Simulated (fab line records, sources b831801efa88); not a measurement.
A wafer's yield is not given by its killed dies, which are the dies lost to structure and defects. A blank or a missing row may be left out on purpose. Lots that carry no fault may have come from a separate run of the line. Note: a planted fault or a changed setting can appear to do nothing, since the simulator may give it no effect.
Which tool is to blame?	flow sky130	13 lots, 39 wafers sampled, at 4 steps of a route of 708

## WHAT EACH GAUGE READ, for each wafer
SKY_SD_N_TW_MEAS_12.
lot	measured	on	SD_N_TW
L193	day 27 19:55	filmMetro-02	3988 3993 3961
L194	day 27 23:17	filmMetro-01	4000 3958 3969
L195	day 28 11:58	filmMetro-03	3973 3966 3967
L196	day 28 22:09	filmMetro-03	3976 3970 3977
L198	day 30 01:06	filmMetro-03	3963 3957 3965
L200	day 30 13:47	filmMetro-01	3979 4000 3983
L201	day 30 22:03	filmMetro-02	3979 3979 3971
L202	day 31 01:36	filmMetro-02	3960 3971 3973
L206	day 32 09:49	filmMetro-02	3991 3946 3997
L208	day 33 02:07	filmMetro-01	4029 3977 3999
L209	day 33 09:49	filmMetro-02	3949 3958 3953
L215	day 34 23:59	filmMetro-03	3990 3986 3970
L216	day 35 12:44	filmMetro-01	4005 3988 4005

SKY_SD_N_RS_MEAS_16: the measuring method here is four-point-probe.
lot	measured	on	SD_N_RS (ohm/sq)
L193	day 27 20:33	filmMetro-03	68.62 68.68 68.53
L194	day 27 23:35	filmMetro-03	68.54 68.70 68.49
L195	day 28 12:14	filmMetro-02	68.47 68.37 68.40
L196	day 28 22:28	filmMetro-02	68.47 68.52 68.54
L198	day 30 01:23	filmMetro-01	68.64 68.54 68.54
L200	day 30 14:05	filmMetro-02	68.43 68.48 68.27
L201	day 30 22:20	filmMetro-03	68.48 68.54 68.55
L202	day 31 01:53	filmMetro-03	68.78 68.68 68.63
L206	day 32 10:08	filmMetro-03	52.52 52.54 52.67 52.63 52.64 52.65
L208	day 33 02:27	filmMetro-01	52.53 52.57 52.68 52.50 52.58 52.60
L209	day 33 10:10	filmMetro-03	68.54 68.53 68.63
L215	day 35 00:16	filmMetro-02	68.40 68.31 68.22
L216	day 35 13:01	filmMetro-02	68.35 68.42 68.42

SKY_SD_N_RS_MEAS_18: the measuring method here is four-point-probe.
lot	measured	on	RES_XHIGH_RS (ohm/sq)
L193	day 27 20:47	filmMetro-03	331.1 329.9 331.9
L194	day 27 23:50	filmMetro-03	333.6 334.8 333.1
L195	day 28 12:29	filmMetro-02	332.7 333.2 333.3
L196	day 28 22:43	filmMetro-02	332.2 331.0 332.4
L198	day 30 01:38	filmMetro-01	335.6 334.4 333.9
L200	day 30 14:19	filmMetro-02	333.0 334.6 333.6
L201	day 30 22:35	filmMetro-03	332.8 332.7 333.7
L202	day 31 02:08	filmMetro-03	332.3 332.0 332.4
L209	day 33 10:25	filmMetro-03	335.2 334.6 334.5
L215	day 35 00:31	filmMetro-02	331.4 333.0 331.6
L216	day 35 13:16	filmMetro-02	330.2 331.3 332.1

## WHAT TOOL EACH LOT RAN ON (gives the tool, then ch and the chambers of the sampled wafers, and finally the start)
lot	SKY_SD_N_RTA_14
L193	rtpAnneal-02 ch 0, day 27 20:23
L194	rtpAnneal-01 ch 0, day 27 23:23
L195	rtpAnneal-02 ch 0, day 28 12:04
L196	rtpAnneal-01 ch 0, day 28 22:16
L198	rtpAnneal-01 ch 0, day 30 01:13
L200	rtpAnneal-01 ch 0, day 30 13:55
L201	rtpAnneal-02 ch 0, day 30 22:10
L202	rtpAnneal-01 ch 0, day 31 01:43
L206	rtpAnneal-01 ch 0, day 32 09:55
L208	rtpAnneal-01 ch 0, day 33 02:17
L209	rtpAnneal-02 ch 0, day 33 09:59
L215	rtpAnneal-02 ch 0, day 35 00:05
L216	rtpAnneal-01 ch 0, day 35 12:50
- SKY_SD_N_RTA_14: time 2 s.

## AS READ BY THE TOOLS THEMSELVES (means over the sampled wafers that have a number; for cases with no such wafer, the mark the record gives instead)
SKY_SD_N_RTA_14.
lot	tool	lampPowerPct (%)	wafer_temp_C_max
L193	rtpAnneal-02	15.80	1079.0
L194	rtpAnneal-01	15.71	1078.2
L195	rtpAnneal-02	15.71	1077.0
L196	rtpAnneal-01	15.72	1079.5
L198	rtpAnneal-01	15.76	1077.3
L200	rtpAnneal-01	15.81	1077.7
L201	rtpAnneal-02	15.73	1077.7
L202	rtpAnneal-01	15.68	1077.8
L206	rtpAnneal-01	15.73	1077.3
L208	rtpAnneal-01	15.75	1079.1
L209	rtpAnneal-02	15.71	1078.4
L215	rtpAnneal-02	15.74	1078.3
L216	rtpAnneal-01	15.75	1079.0

## THE ANSWER, worked out from the rows above alone
Rule: the lots themselves supply what counts as usual. The widest of any qualifying gaps counts: lots, ordered by their means at a reading, are off when they make up no more than a third of the lots, leave a main group of 4 or more, and stand apart from it by 3 or more times the standard deviation of that group's means. The tables above print the reading to a certain number of digits; a main group whose means all agree to those digits is not used. A lot without any number at a reading at which 4 lots or more have one is off too. All remaining lots with rows at the step are treated as sound. First the gauges in route order, then the tools' own readings, where a lot's mean is used as printed above. At the first step where some lot is off, the reading lying furthest off is the one used; lots without a number count as furthest.
Off: L206, L208, seen at SKY_SD_N_RS_MEAS_16 (SD_N_RS). The main group has a mean of 68.51 ohm/sq with a standard deviation of 0.11.
If a tool, at a process step before that reading, ran all the lots that are off and no sound lot after the first of them, it fits. Those tools and the gauges at SKY_SD_N_RS_MEAS_16 are tried in the same way. Not one of the candidates tried fits.

## WHAT THE SIMULATOR HAD INSERTED
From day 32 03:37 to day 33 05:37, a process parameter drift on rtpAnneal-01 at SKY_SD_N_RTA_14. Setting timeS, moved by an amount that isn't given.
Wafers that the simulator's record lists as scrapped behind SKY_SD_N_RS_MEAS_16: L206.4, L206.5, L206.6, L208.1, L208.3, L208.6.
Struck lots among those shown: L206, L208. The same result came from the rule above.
